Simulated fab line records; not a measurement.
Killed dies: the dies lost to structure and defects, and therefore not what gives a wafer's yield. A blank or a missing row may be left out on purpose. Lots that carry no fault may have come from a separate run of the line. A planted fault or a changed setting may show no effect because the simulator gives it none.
What tool caused it?    flow gf180mcu    Sampling: 7 lots, 21 wafers, 2 of 602 route steps

== WHAT THE GAUGES SHOWED, per wafer ==
GF_VT_IMPLANT_TW_MEAS_43.
lot   measured      on             VT_IMPLANT_4_TW
L959  day 8 03:41   film-metro-04  697 699 701
L963  day 9 05:29   film-metro-02  691 689 687
L966  day 10 00:06  film-metro-04  698 699 702
L968  day 10 14:30  film-metro-04  700 701 697
L972  day 11 20:14  film-metro-01  693 691 692
L977  day 13 04:17  film-metro-04  699 698 699
L979  day 13 20:02  film-metro-02  689 684 686

== TOOL THAT RAN EACH LOT (tool first, then ch and the chambers of the sampled wafers, then the start) ==
lot   GF_STI_WET_ETCH_17
L959  wet-bench-03 ch 1, day 2 13:31
L963  wet-bench-02 ch 3, day 3 08:36
L966  wet-bench-04 ch 2, day 3 23:26
L968  wet-bench-04 ch 0, day 4 09:51
L972  wet-bench-02 ch 3, day 5 07:27
L977  wet-bench-02 ch 3, day 6 08:51
L979  wet-bench-04 ch 3, day 6 18:42
- GF_STI_WET_ETCH_17: etches Si3N4 in H3PO4, target depth 45 nm, time 514 s.

== THE ANSWER, worked out from the rows above alone ==
Rule: usual is defined by the lots themselves. The widest of any qualifying gaps counts: lots, ordered by their means at a reading, are off when they make up no more than a third of the lots, leave a main group of 4 or more, and stand apart from it by 3 or more times the standard deviation of that group's means. The tables above print the reading to a certain number of digits; a main group whose means all agree to those digits is not used. Also off: a lot with no number at a reading for which 4 or more lots have one. Any other lot the step has rows for is counted as sound.
Nothing can be told from this: no lot is off at any reading shown.

== WHAT THE SIMULATOR PUT IN ==
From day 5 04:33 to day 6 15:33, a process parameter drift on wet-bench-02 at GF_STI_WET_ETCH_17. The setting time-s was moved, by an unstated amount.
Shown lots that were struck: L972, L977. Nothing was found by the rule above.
